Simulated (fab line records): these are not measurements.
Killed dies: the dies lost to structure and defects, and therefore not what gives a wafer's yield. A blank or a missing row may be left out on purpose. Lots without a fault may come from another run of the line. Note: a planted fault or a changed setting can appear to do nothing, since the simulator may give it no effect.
Code-filled problem report in 8D (eight disciplines) form / flow sky130 / the parts of the form that need people (team, actions taken, sign-off) are left out

## 1. PROBLEM STATEMENT
SONOS_ONO_CVD_04_THK at SKY_SONOS_ONO_THK_MEAS_05 reads a mean of 9.04 nm on 3 wafers of 1 lot; wafers without a fault read 5.69 nm with a standard deviation of 0.12. Relative to the usual mean, that is a shift of +28 standard deviations.
First seen on wafer L957.1, day 14 17:44, on film_metro-04. The record holds 39 wafers of 13 lots with a number at this step. By rule, "out" or "out of limits" means more than 4 standard deviations away from the usual mean. All remaining wafers that have a number are taken as sound.

## 2. WHAT THIS IS AND IS NOT
question=which readings at this step | is=SONOS_ONO_CVD_04_THK | is not=-
question=which lots | is=L957 | is not=L947, L948, L949, L950, L951, L952, L964, L965, L966, L967, L968, L969
question=which wafers of those lots | is=all that have a number | is not=-
question=read on which gauges | is=film_metro-04 | is not=film_metro-02, film_metro-03
question=when | is=from day 14 17:44 | is not=up to then (18 sound wafers); but 18 sound wafers of L964, L965, L966, L967, L968, L969 came after

## 3. THE SUSPECTS, EACH WITH WHAT RULES IT OUT
Counting: a tool at any process step up to the reading remains a suspect when it ran all the lots that are out and ran no sound lot after the first of those.
- ruled out: the gauge at SKY_SONOS_ONO_THK_MEAS_05. All the wafers that are out were read on film_metro-04, but those of them that SKY_SONOS_ONO_CVD_04 has rows for are out there too, on other tools.
- lpcvd-03 at SKY_SONOS_ONO_CVD_04 (deposits SiO2 from SiH4/N2O, target thk 5.7199 nm): ruled out as a lasting fault. Following L957 (day 14 14:55), the first lot on it that is out, the sound lots L964, L965, L966, L967, L968, L969 were run on it.
Left after counting: nothing in the record.

## 4. THE CAUSE (what the simulator had put in)
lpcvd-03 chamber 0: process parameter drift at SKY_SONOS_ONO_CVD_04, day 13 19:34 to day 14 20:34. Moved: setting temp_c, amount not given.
The count ruled it out by mistake, since the rule takes a fault to strike every lot its tool runs from the start of the fault on, and this one did not do so.

## 5. THE EFFECT CHAIN, in route order
Each row: a reading where the mean over the struck wafers with a number is more than 3 standard deviations away from the usual. Only readings for which the record gives a usual standard deviation are gone through. hours: the time from each lot's start at the first step in this table that gives one to its start at this step, as a median over the lots. sigmas: the change in usual standard deviations.
hours=0; step=SKY_SONOS_ONO_CVD_04; reading=spike_tc_bottom_C; usual=917.7 C; on struck wafers=953.7; change=+36.0; sigmas=+28
hours=0; step=SKY_SONOS_ONO_CVD_04; reading=spike_tc_centre_C; usual=899.1 C; on struck wafers=933.8; change=+34.7; sigmas=+35
hours=0; step=SKY_SONOS_ONO_CVD_04; reading=spike_tc_lower_C; usual=900.3 C; on struck wafers=934.3; change=+34.0; sigmas=+36
hours=0; step=SKY_SONOS_ONO_CVD_04; reading=spike_tc_top_C; usual=911.6 C; on struck wafers=946.0; change=+34.4; sigmas=+34
hours=0; step=SKY_SONOS_ONO_CVD_04; reading=spike_tc_upper_C; usual=899.9 C; on struck wafers=932.7; change=+32.8; sigmas=+25
hours=0; step=SKY_SONOS_ONO_CVD_04; reading=susceptor_temp_C; usual=900.0 C; on struck wafers=935.1; change=+35.1; sigmas=+86
hours=0; step=SKY_SONOS_ONO_CVD_04; reading=zone_power_bottom_pct; usual=25.7 %; on struck wafers=28.2; change=+2.5; sigmas=+8.4
hours=0; step=SKY_SONOS_ONO_CVD_04; reading=zone_power_centre_pct; usual=20.2 %; on struck wafers=22.4; change=+2.2; sigmas=+6.4
hours=0; step=SKY_SONOS_ONO_CVD_04; reading=zone_power_upper_pct; usual=17.38 %; on struck wafers=18.84; change=+1.46; sigmas=+8.1
hours=3; step=SKY_SONOS_ONO_THK_MEAS_05; reading=SONOS_ONO_CVD_04_THK; usual=5.69 nm; on struck wafers=9.04; change=+3.35; sigmas=+28
Its process steps:
- SKY_SONOS_ONO_CVD_04: deposits SiO2 from SiH4/N2O, target thk 5.7199 nm.

## 6. HOW IT WOULD HAVE BEEN CAUGHT EARLIER
The first out-of-limits reading at a measuring or inspecting step in this record came at day 14 17:44, 22 hours after the fault's start at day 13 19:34.
Tool's own readings at SKY_SONOS_ONO_CVD_04, spike_tc_bottom_C, spike_tc_centre_C, spike_tc_lower_C, spike_tc_top_C, spike_tc_upper_C, susceptor_temp_C, zone_power_bottom_pct, zone_power_centre_pct, zone_power_upper_pct: out on all struck wafers the step has rows for; an alarm limit on them would have tripped on the first.
